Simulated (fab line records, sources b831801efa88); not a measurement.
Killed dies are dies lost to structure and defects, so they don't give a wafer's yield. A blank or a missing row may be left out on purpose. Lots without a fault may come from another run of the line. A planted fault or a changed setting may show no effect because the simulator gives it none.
fab line records | flow sky130
record lots=5 wafers=15 last_day=50
route steps=708 shown CONTACT@411 METAL1@434 PAD_OPEN@708
lots that met no fault: from a run of the same line without faults
start_h: hours from the record's first day to the start of the lot's first wafer shown | wait_h: hours since the lot's step before | " the same as in the row above | L1.1+2: a row that stands for several wafers | - no value, or no start given | * or withheld: withheld | < > ~ a bound
route shown NAME@n: a module of which the file shows steps, and the number in the route of the first | usual: mean/standard deviation of fault-free wafers | same: alike in all rows | chamber/n: place in a boat | sites: the reading at each site | _std_site: their standard deviation | _edge_site: outer sites' mean less inner sites' | radius_mm: how far each site lies from the wafer's centre | mask NAME#n: copy n | behind: the tool/chamber that last shaped the wafer | hold: why the lot was held/for how many hours/how that ended | device: the transistor (n, p or np) that didn't switch | end of line: the same wafers' tests at the end of the route | a step without rows: its recipe alone | killed: dies lost to structure and defects at the first sort, not the wafer's yield | map: a wafer's dies, x killed, . not, _ none there
set.NAME: the setting as run; set.NAME@STEP: as run at that earlier step | model.NAME: the simulator's own value behind a step, which no gauge read
lots at some steps of the route; a table a step, a row a wafer
services: from which hour (start_h, from the record's first day; less than 0 if before it) a tool's chamber was out of use, for how many hours, and why
## steps
# step SKY_CONTACT_BOW_MEAS_05
# recipe mode=bow
# usual CONTACT_BOW=81/7
# columns lot.wafer tool chamber start_h wait_h CONTACT_BOW[um]
L790.2 film_metro-02 - 786.94 0.2 77
L790.4 " - " " 94
L790.6 " - " " 66
L797.1 film_metro-01 - 859.99 0.1 79
L797.3 " - " " 74
L797.6 " - " " 83
L799.1 film_metro-02 - 860.86 0.1 77
L799.4 " - " " 66
L799.6 " - " " 86
L801.4 film_metro-02 - 872.29 0.2 82
L801.5 " - " " 76
L801.6 " - " " 80
L802.2 film_metro-02 - 876.70 0.2 79
L802.4 " - " " 85
L802.5 " - " " 71
# step SKY_CONTACT_DEHYDRATE_06
# recipe temp_c=200 time_s=60
# step SKY_CONTACT_HMDS_07
# recipe prime_time_s=60 prime_temp_c=120
# step SKY_CONTACT_COAT_08
# recipe resist=BARC temp_c=withheld time_s=withheld spin_rpm=3000 resist_thk_nm=60
# step SKY_CONTACT_COAT_09
# recipe resist=KrF-thick spin_rpm=3000 resist_thk_nm=450
# step SKY_CONTACT_SOFTBAKE_10
# recipe temp_c=100 time_s=90 resist=KrF-thick
# step SKY_CONTACT_EXPOSE_11
# recipe mask_id=CTM1 na=0.8 source_shape=annular sigma_inner=0.55 sigma_outer=0.85 target_cd_nm=170 dose_mj=38
# step SKY_CONTACT_PEB_12
# recipe peb_temp_c=withheld peb_time_s=withheld resist=KrF-thick
# step SKY_CONTACT_DEVELOP_13
# recipe develop_time_s=60 resist=KrF-thick dev_temp_c=21
# step SKY_CONTACT_CD_MEAS_14
# recipe target_cd_nm=170
# usual cd_nm=170.7/1.6
# columns lot.wafer tool chamber start_h wait_h cd_nm
L790.2 cd_sem-01 - 813.40 - 168.0
L790.4 " - " " 168.5
L790.6 " - " " 168.4
L797.1 cd_sem-01 - 886.30 - 171.5
L797.3 " - " " 170.7
L797.6 " - " " 171.1
L799.1 cd_sem-02 - 886.65 - 171.3
L799.4 " - " " 172.6
L799.6 " - " " 170.5
L801.4 cd_sem-02 - 897.72 - 174.1
L801.5 " - " " 172.7
L801.6 " - " " 172.0
L802.2 cd_sem-02 - 902.43 - 168.4
L802.4 " - " " 167.8
L802.5 " - " " 168.5
# step SKY_CONTACT_OVL_MEAS_15
# usual CONTACT_OVL=-2/4.6
# columns lot.wafer tool chamber start_h wait_h CONTACT_OVL[nm]
L790.2 overlay-01 - 813.51 0.1 -5
L790.4 " - " " -1
L790.6 " - " " -1
L797.1 overlay-01 - 886.42 0.1 5
L797.3 " - " " -2
L797.6 " - " " 0
L799.1 overlay-01 - 886.77 0.1 -14
L799.4 " - " " 1
L799.6 " - " " -8
L801.4 overlay-02 - 897.80 0.1 -3
L801.5 " - " " 7
L801.6 " - " " -4
L802.2 overlay-02 - 902.55 0.1 5
L802.4 " - " " 0
L802.5 " - " " -3
# step SKY_CONTACT_ETCH_16
# recipe chemistry=N2/H2 target=BARC ion_energy_ev=200 source_w=500 bias_w=100 pressure_mtorr=30 n2_flow_sccm=100 h2_flow_sccm=200 stop_on=SiO2 time_s=45.9 target_depth_a=600
# usual bias_w=100.0/0.3 drypump_motor_current_A=5.81/0.27 oes_product_au=0.855/0.0046 rf_fwd_power_W=495.3/2.3 throttle_valve_pct=13.224/0.0094
# columns lot.wafer tool chamber start_h wait_h bias_w drypump_motor_current_A oes_product_au rf_fwd_power_W rf_hours_counter_h throttle_valve_pct
L790.2 rie_diel-03 0 813.54 0.0 99.2 5.95 0.850 495.8 10 13.227
L790.4 " 1 " " 100.4 5.55 0.857 495.4 - 13.210
L790.6 " 2 " " 99.7 5.33 0.855 497.2 - 13.222
L797.1 rie_diel-02 2 886.45 0.0 99.9 6.14 0.852 497.2 16 13.222
L797.3 " 3 " " 100.2 6.04 0.852 496.6 23 13.222
L797.6 " 2 " " 99.9 6.11 0.859 497.9 - 13.225
L799.1 rie_diel-01 1 886.80 0.0 100.2 6.23 0.855 496.9 13 13.240
L799.4 " 2 " " 99.5 5.90 0.851 492.6 8 13.225
L799.6 " 2 " " 99.9 5.87 0.860 493.1 - 13.220
L801.4 rie_diel-03 1 897.81 0.0 99.8 5.58 0.865 492.6 11 13.224
L801.5 " 3 " " 99.5 5.75 0.852 491.8 - 13.229
L801.6 " 0 " " 100.3 5.99 0.847 496.3 - 13.228
L802.2 rie_diel-02 1 902.58 0.0 99.6 5.73 0.858 492.4 15 13.214
L802.4 " 3 " " 99.1 6.02 0.860 497.3 24 13.219
L802.5 " 1 " " 99.8 5.72 0.858 496.5 - 13.218
# step SKY_CONTACT_ETCH_17
# recipe target=SiO2 chemistry=C4F8/O2/Ar stop_on=Si3N4 mask_material=KrF-thick source_w=1500 bias_w=1200 pressure_mtorr=40 c4f8_flow_sccm=withheld O2_flow_sccm=6 Ar_flow_sccm=300 time_s=withheld target_depth_a=3400
# usual bias_w=1200/3.5 oes_product_au=0.892/0.0055 rf_fwd_power_W=1487/5.5
# columns lot.wafer tool chamber start_h wait_h bias_w oes_product_au rf_fwd_power_W
L790.2 rie_diel-03 0 813.58 0.0 1201 0.893 1485
L790.4 " 1 " " 1198 0.885 1483
L790.6 " 2 " " 1203 0.896 1488
L797.1 rie_diel-02 2 886.49 0.0 1195 0.898 1484
L797.3 " 3 " " 1196 0.885 1488
L797.6 " 2 " " 1195 0.890 1489
L799.1 rie_diel-01 1 886.84 0.0 1196 0.889 1489
L799.4 " 2 " " 1199 0.893 1485
L799.6 " 2 " " 1199 0.893 1481
L801.4 rie_diel-03 1 897.86 0.0 1201 0.887 1482
L801.5 " 3 " " 1202 0.890 1473
L801.6 " 0 " " 1200 0.894 1485
L802.2 rie_diel-02 1 902.62 0.0 1198 0.902 1478
L802.4 " 3 " " 1191 0.896 1495
L802.5 " 1 " " 1196 0.891 1484
# step SKY_CONTACT_ETCH_18
# recipe target=Si3N4 chemistry=CHF3/O2 stop_on=TiN source_w=600 bias_w=200 pressure_mtorr=40 chf3_flow_sccm=50 O2_flow_sccm=5 time_s=39 target_depth_a=750
# step SKY_CONTACT_STRIP_19
# recipe chemistry=O2/N2 power_w=1400 pressure_mtorr=1500 platen_temp_c=withheld o2_flow_sccm=3000 n2_flow_sccm=300 overash_fraction=0.5
# step SKY_CONTACT_STRIP_20
# recipe chemistry=post_etch_residue_remover time_s=1200 temp_c=72.5
# step SKY_CONTACT_CLEAN_21
# recipe chemistry=IPA time_s=180 temp_c=25
# step SKY_CONTACT_CLEAN_22
# recipe chemistry=O3/DIW dry=n2_spin
# step SKY_CONTACT_SPUTTER_23
# recipe material=TiN target_thk_nm=20 chamber_pressure_pa=5 power_w=4000 time_s=80
# usual throttle_valve_pct=29.7/0.81
# columns lot.wafer tool chamber start_h wait_h throttle_valve_pct
L790.2 pvd_sputter-02 - 814.26 0.0 28.7
L790.4 " - " " 29.3
L790.6 " - " " 29.3
L797.1 pvd_sputter-02 - 887.23 0.0 29.1
L797.3 " - " " 29.3
L797.6 " - " " 29.1
L799.1 pvd_sputter-04 - 887.54 0.0 29.7
L799.4 " - " " 31.4
L799.6 " - " " 31.0
L801.4 pvd_sputter-03 - 898.90 0.0 29.0
L801.5 " - " " 30.7
L801.6 " - " " 29.3
L802.2 pvd_sputter-04 - 903.34 0.0 30.9
L802.4 " - " " 31.1
L802.5 " - " " 30.9
# step SKY_CONTACT_CVD_24
# recipe material=W target_thk_nm=340 time_s=102.12 temp_c=400 pressure_torr=40
# step SKY_CONTACT_RS_MEAS_25
# recipe thk_meas_gauge=four-point-probe reads=W_of_CONTACT_CVD_24+TiN_of_CONTACT_SPUTTER_23
# usual CONTACT_W_RS=0.337/0.0054
# columns lot.wafer tool chamber start_h wait_h CONTACT_W_RS[ohm/sq]
L790.2 film_metro-02 - 814.45 0.1 0.332
L790.4 " - " " 0.341
L790.6 " - " " 0.340
L797.1 film_metro-01 - 887.40 0.1 0.337
L797.3 " - " " 0.338
L797.6 " - " " 0.332
L799.1 film_metro-01 - 887.72 0.1 0.342
L799.4 " - " " 0.340
L799.6 " - " " 0.346
L801.4 film_metro-03 - 899.13 0.1 0.335
L801.5 " - " " 0.341
L801.6 " - " " 0.342
L802.2 film_metro-02 - 903.53 0.1 0.334
L802.4 " - " " 0.333
L802.5 " - " " 0.343
# step SKY_CONTACT_THK_MEAS_26
# recipe thk_meas_gauge=xrf reads=W_of_CONTACT_CVD_24
# usual CONTACT_W_THK=336/6.9
# columns lot.wafer tool chamber start_h wait_h CONTACT_W_THK[nm]
L790.2 film_metro-02 - 814.56 0.1 343
L790.4 " - " " 334
L790.6 " - " " 337
L797.1 film_metro-01 - 887.52 0.1 339
L797.3 " - " " 337
L797.6 " - " " 343
L799.1 film_metro-01 - 887.84 0.1 334
L799.4 " - " " 336
L799.6 " - " " 327
L801.4 film_metro-03 - 899.22 0.1 338
L801.5 " - " " 336
L801.6 " - " " 334
L802.2 film_metro-02 - 903.64 0.1 344
L802.4 " - " " 346
L802.5 " - " " 335
# step SKY_CONTACT_CMP_27
# recipe stop_on=SiO2 t_overpolish_s=15 down_force_psi=3.5 platen_rpm=60 target_thk_nm=0 pad_velocity_m_s=0.94248
# step SKY_METAL1_SPUTTER_00
# recipe material=Ti target_thk_nm=15 power_w=3000 time_s=10 chamber_pressure_pa=0.4
# step SKY_METAL1_SPUTTER_01
# recipe material=TiN target_thk_nm=20 power_w=6500 time_s=16.7 chamber_pressure_pa=0.4
# usual throttle_valve_pct=30.1/0.92
# columns lot.wafer tool chamber start_h wait_h throttle_valve_pct
L790.2 pvd_sputter-04 - 814.95 0.0 29.7
L790.4 " - " " 30.9
L790.6 " - " " 31.2
L797.1 pvd_sputter-02 - 887.90 0.0 29.0
L797.3 " - " " 28.8
L797.6 " - " " 28.6
L799.1 pvd_sputter-01 - 888.22 0.0 29.8
L799.4 " - " " 29.9
L799.6 " - " " 30.3
L801.4 pvd_sputter-01 - 899.57 0.0 30.1
L801.5 " - " " 29.7
L801.6 " - " " 31.1
L802.2 pvd_sputter-04 - 904.02 0.0 30.9
L802.4 " - " " 29.9
L802.5 " - " " 29.7
# step SKY_METAL1_SPUTTER_02
# recipe material=AlCu target_thk_nm=250 power_w=10600 time_s=13.3 chamber_pressure_pa=0.4
# usual throttle_valve_pct=30.1/0.92
# columns lot.wafer tool chamber start_h wait_h throttle_valve_pct
L790.2 pvd_sputter-04 - 814.98 0.0 29.7
L790.4 " - " " 30.7
L790.6 " - " " 31.0
L797.1 pvd_sputter-02 - 887.92 0.0 29.1
L797.3 " - " " 28.8
L797.6 " - " " 28.8
L799.1 pvd_sputter-01 - 888.24 0.0 29.8
L799.4 " - " " 29.9
L799.6 " - " " 30.6
L801.4 pvd_sputter-01 - 899.60 0.0 30.4
L801.5 " - " " 30.1
L801.6 " - " " 31.1
L802.2 pvd_sputter-04 - 904.04 0.0 31.3
L802.4 " - " " 29.6
L802.5 " - " " 29.9
# step SKY_METAL1_SPUTTER_03
# recipe material=Ti target_thk_nm=5 power_w=3000 time_s=3.3 chamber_pressure_pa=0.4
# step SKY_METAL1_SPUTTER_04
# recipe material=TiN target_thk_nm=70 power_w=6500 time_s=58.3 chamber_pressure_pa=0.4
# step SKY_METAL1_RS_MEAS_05
# recipe thk_meas_gauge=four-point-probe reads=TiN_of_METAL1_SPUTTER_04+Ti_of_METAL1_SPUTTER_03+AlCu_of_METAL1_SPUTTER_02+TiN_of_METAL1_SPUTTER_01+Ti_of_METAL1_SPUTTER_00
# usual METAL1_ALCU_RS=0.1265/0.0019
# columns lot.wafer tool chamber start_h wait_h METAL1_ALCU_RS[ohm/sq]
L790.2 film_metro-04 - 815.09 0.0 0.1257
L790.4 " - " " 0.1246
L790.6 " - " " 0.1243
L797.1 film_metro-03 - 888.02 0.0 0.1259
L797.3 " - " " 0.1268
L797.6 " - " " 0.1277
L799.1 film_metro-04 - 888.34 0.0 0.1272
L799.4 " - " " 0.1263
L799.6 " - " " 0.1254
L801.4 film_metro-04 - 899.75 0.1 0.1270
L801.5 " - " " 0.1285
L801.6 " - " " 0.1289
L802.2 film_metro-03 - 904.15 0.0 0.1258
L802.4 " - " " 0.1269
L802.5 " - " " 0.1272
# step SKY_METAL1_THK_MEAS_06
# recipe thk_meas_gauge=xrf reads=AlCu_of_METAL1_SPUTTER_02
# usual METAL1_ALCU_THK=247/4.4
# columns lot.wafer tool chamber start_h wait_h METAL1_ALCU_THK[nm]
L790.2 film_metro-04 - 815.20 0.1 247
L790.4 " - " " 248
L790.6 " - " " 248
L797.1 film_metro-03 - 888.14 0.1 251
L797.3 " - " " 248
L797.6 " - " " 246
L799.1 film_metro-04 - 888.46 0.1 244
L799.4 " - " " 244
L799.6 " - " " 246
L801.4 film_metro-04 - 899.84 0.1 244
L801.5 " - " " 241
L801.6 " - " " 239
L802.2 film_metro-03 - 904.26 0.1 250
L802.4 " - " " 247
L802.5 " - " " 247
# step SKY_METAL1_DEHYDRATE_07
# recipe temp_c=200 time_s=60
# step SKY_METAL1_HMDS_08
# recipe prime_time_s=60 prime_temp_c=120
# step SKY_METAL1_COAT_09
# recipe resist=BARC temp_c=withheld time_s=withheld spin_rpm=3000 resist_thk_nm=60
# step SKY_METAL1_COAT_10
# recipe resist=KrF-thick spin_rpm=3000 resist_thk_nm=450
# step SKY_METAL1_SOFTBAKE_11
# recipe temp_c=100 time_s=90 resist=KrF-thick
# step SKY_METAL1_EXPOSE_12
# recipe mask_id=MM1 na=0.8 source_shape=annular sigma_inner=0.55 sigma_outer=0.85 target_cd_nm=140 dose_mj=28
# step SKY_METAL1_PEB_13
# recipe peb_temp_c=withheld peb_time_s=withheld resist=KrF-thick
# step SKY_METAL1_DEVELOP_14
# recipe develop_time_s=60 resist=KrF-thick dev_temp_c=21
# step SKY_METAL1_CD_MEAS_15
# recipe target_cd_nm=140
# usual cd_nm=139.5/1.6
# columns lot.wafer tool chamber start_h wait_h cd_nm
L790.2 cd_sem-01 - 842.23 - 141.9
L790.4 " - " " 139.9
L790.6 " - " " 141.0
L797.1 cd_sem-01 - 913.85 - 138.7
L797.3 " - " " 137.2
L797.6 " - " " 138.1
L799.1 cd_sem-02 - 914.20 - 136.9
L799.4 " - " " 137.5
L799.6 " - " " 137.9
L801.4 cd_sem-01 - 925.42 - 137.4
L801.5 " - " " 138.0
L801.6 " - " " 139.4
L802.2 cd_sem-02 - 929.37 - 139.4
L802.4 " - " " 140.2
L802.5 " - " " 138.2
# step SKY_METAL1_OVL_MEAS_16
# usual METAL1_OVL=0/6.2
# columns lot.wafer tool chamber start_h wait_h METAL1_OVL[nm]
L790.2 overlay-01 - 842.34 0.1 -3
L790.4 " - " " 0
L790.6 " - " " 4
L797.1 overlay-02 - 913.97 0.1 3
L797.3 " - " " 1
L797.6 " - " " 4
L799.1 overlay-01 - 914.32 0.1 -3
L799.4 " - " " -5
L799.6 " - " " -4
L801.4 overlay-01 - 925.50 0.1 -3
L801.5 " - " " -2
L801.6 " - " " -4
L802.2 overlay-01 - 929.48 0.1 5
L802.4 " - " " 2
L802.5 " - " " 5
# step SKY_METAL1_DESCUM_17
# recipe chemistry=O2 source_power_w=150 bias_power_w=0 pressure_mtorr=10 temp_c=40 time_s=8
# step SKY_METAL1_ETCH_18
# recipe chemistry=N2/H2 target=BARC ion_energy_ev=200 bias_w=100 pressure_mtorr=30 n2_flow_sccm=100 h2_flow_sccm=200 icp_w=500 stop_on=SiO2 time_s=45.9 target_depth_a=600
# usual bias_w=100.0/0.3 drypump_motor_current_A=5.4/0.34 oes_product_au=0.853/0.0046 rf_fwd_power_W=495.2/1.9 throttle_valve_pct=13.225/0.0092
# columns lot.wafer tool chamber start_h wait_h bias_w drypump_motor_current_A oes_product_au rf_fwd_power_W rf_hours_counter_h throttle_valve_pct
L790.2 rie_metal-04 1 842.40 0.0 99.3 5.9 0.857 496.5 2 13.227
L790.4 " 0 " " 100.3 5.0 0.850 496.7 - 13.225
L790.6 " 0 " " 100.3 5.0 0.850 496.4 - 13.231
L797.1 rie_metal-01 0 914.07 0.1 99.5 5.4 0.846 494.3 6 13.215
L797.3 " 0 " " 100.1 5.3 0.851 497.4 - 13.227
L797.6 " 0 " " 100.1 5.3 0.853 499.5 - 13.206
L799.1 rie_metal-02 0 914.38 0.0 99.9 5.3 0.848 496.6 2 13.212
L799.4 " 1 " " 99.8 5.0 0.856 493.7 - 13.220
L799.6 " 1 " " 100.1 5.1 0.851 494.5 - 13.231
L801.4 rie_metal-01 0 925.64 0.1 100.0 5.4 0.854 497.2 - 13.214
L801.5 " 0 " " 99.4 5.3 0.848 495.8 - 13.213
L801.6 " 0 " " 100.0 5.3 0.848 494.2 - 13.217
L802.2 rie_metal-01 0 929.59 0.1 100.3 5.4 0.855 496.7 - 13.227
L802.4 " 0 " " 99.9 5.4 0.857 497.1 - 13.219
L802.5 " 0 " " 100.1 5.3 0.848 497.8 - 13.241
# step SKY_PAD_OPEN_PROBE_99
# usual killed_at_M0_to_M3=44/6.9 killed_at_M4_up=3.3/1.8 killed_at_contacts=24/5 killed_at_front_end=16/4.6 killed_at_other=0.2/0.42 killed_dies=88/9.2 killed_open=48/7.3 killed_short=40/6.5
# same gross_dies=492 killed_at_back_side=0
# columns lot.wafer tool chamber start_h wait_h killed_at_M0_to_M3 killed_at_M4_up killed_at_contacts killed_at_front_end killed_at_other killed_dies killed_open killed_short
L790.6 prober-01 - 1134.04 0.2 43 4 75 16 0 138 54 35
# killed by level:class
L790.6 CONTACT:unspecified=49 VIA1:geometric_particle:open=14 CONTACT:geometric_particle:open=10 LOCAL_INTERCONNECT:geometric_particle:short=7 VIA3:geometric_particle:open=6 FIELD_ISO:geometric_particle:open=5 LI_CONTACT:geometric_particle:open=5 METAL2:geometric_particle:short=5
# map L790.6 (x killed, . not)
__________.x........_________
________..x......xx..._______
______..xx.....x..x.xx.._____
_____.x..x..x............____
____....x.....x...........___
___..x.x.x..x....xx...xx...__
__.x....xxx....xx..........._
_.....xx............x.x...x..
_x..xx..x.....x..xx.........x
_.....x..x...x....xx.x..x.x.x
_x......x.xx.x............x..
_.x.x.......x...x.x..........
_.x..........xxx.xx..x.......
_x...x.....x.xxxxxx....x..x..
_x.x....x.x..xxxxxxxx....x...
__x..x.....xxxxxxxx.x......._
___.......x.xxxxxxxxx..xx..__
____........xxxxxx.xx....x___
_____....x...xx..xx......____
______....x.x..........._____
________..x.x.....x..._______
__________.x.....x.x_________
# map L801.5 (x killed, . not)
__________.....x...._________
________xx....xx......_______
______xx................_____
_____....................____
____....x......x.....x...x___
___...x.....x.........xx..x__
__.........x..x.x..x...x...._
_x.............x....x..x.....
_x...x.x.....................
_...x.......xxx...x.....x.x..
_....x......xx.x..xx........x
_x...........x...xxxx........
_x..............x............
_................xxx.xx...x..
_.x....x..x...x.xx..x.x.....x
__xx..x...x...x............._
___..........xx......x.x...__
____x....x.x.x.....x......___
_____....x.......xxx.....____
______.x....x.....xx...._____
________.....x.xx....._______
__________...x......_________
## services
# columns tool chamber start_h hours kind
rie_metal-02 1 798.45 5.3 repair
pvd_sputter-04 - 799.44 1.1 repair
rie_diel-03 - 806.87 0.6 repair
pvd_sputter-02 - 808.58 2.4 repair
rie_diel-03 3 811.05 7.2 repair
pvd_sputter-04 - 820.51 9.1 repair
rie_diel-01 2 822.98 55.5 repair
rie_metal-01 - 829.91 14.6 pm
pvd_sputter-02 - 847.72 1.0 repair
pvd_sputter-01 1 849.64 - consumable_replace:kit
pvd_sputter-01 1 849.64 18.0 scheduled_down
pvd_sputter-01 1 849.64 18.0 vent_cycle
rie_metal-01 1 854.97 1.0 repair
rie_diel-02 - 860.85 1.1 repair
pvd_sputter-04 - 862.87 2.7 repair
rie_metal-02 - 870.41 2.1 repair
rie_diel-03 2 883.51 2.9 repair
rie_diel-01 - 887.10 0.4 repair
pvd_sputter-02 2 894.57 - consumable_replace:kit
pvd_sputter-03 - 902.39 0.8 repair
pvd_sputter-03 - 904.13 4.3 repair
rie_metal-01 1 909.09 22.4 repair
rie_diel-02 - 914.95 2.8 pm
pvd_sputter-03 - 915.63 1.9 repair
## key
first_sign step=SKY_PAD_OPEN_PROBE_99 reading=killed_at_contacts direction=up sigmas=10 usual=24 struck=75
effect step=SKY_PAD_OPEN_PROBE_99 reading=killed_dies direction=up sigmas=5.4 usual=88 struck=138
met_at SKY_CONTACT_ETCH_17
struck_wafers L790.6
tester_left_out L790
fault kind=chamber_particle_source tool=rie_diel-03 chamber=2 onset_h=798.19 steps=SKY_CONTACT_ETCH_17 rate_per_visit_cm2=0.58666 end_h=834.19
# tester_left_out: of these lots the tester's yield and bins aren't shown, on N5 and GAA mostly nor the transistor test; their killed dies are dies lost to structure and defects alone, not to doping, threshold or leakage, so they don't give the yield
